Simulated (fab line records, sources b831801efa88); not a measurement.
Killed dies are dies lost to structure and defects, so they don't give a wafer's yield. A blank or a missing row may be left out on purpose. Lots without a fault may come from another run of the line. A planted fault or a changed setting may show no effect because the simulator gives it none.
Chamber matching | flow gf180mcu | GF_POLY_GATE_ETCH_13 on rie_si-02: 4 sister chambers
The step etches poly-Si in HBr/Cl2, stops on SiO2, target depth 198.5 nm, time 69.6 s. 4 wafers are shown with their chamber, then 7 later ones without.

WAFERS WITH THEIR CHAMBER
wafer  | chamber | drypump_motor_current_A (A)
L290.2 | 0       | 5.8
L290.6 | 2       | 6.0
L292.3 | 3       | 6.5
L292.4 | 1       | 5.3

WAFERS WITHOUT THEIR CHAMBER
wafer  | drypump_motor_current_A (A)
L292.5 | 6.5
L296.1 | 6.0
L296.4 | 5.3
L296.6 | 5.3
L304.1 | 6.5
L304.2 | 5.2
L304.5 | 5.2

WHICH CHAMBER EACH WENT THROUGH
wafer  | from the rows above | in truth
L292.5 | 3                   | 3
L296.1 | 2                   | 2
L296.4 | 1                   | 1
L296.6 | 1                   | 1
L304.1 | 3                   | 3
L304.2 | 1                   | 1
L304.5 | 1                   | 1
Placed correctly: 7 of 7. Can't be placed from these rows: 0. Placed wrongly: 0.
How it was worked out, from the rows above alone: a wafer's distance from a chamber is the root of the sum, over the readings, of the square of ((its reading less the chamber's mean) divided by the reading's scatter). The wafer belongs to the nearest chamber; if the next one is less than 2 further off, it can't be placed. A chamber's mean is the mean of its shown wafers. The scatter: with one shown wafer a chamber, the root of the mean of the squares of how far each hidden wafer lies from its nearest shown one.
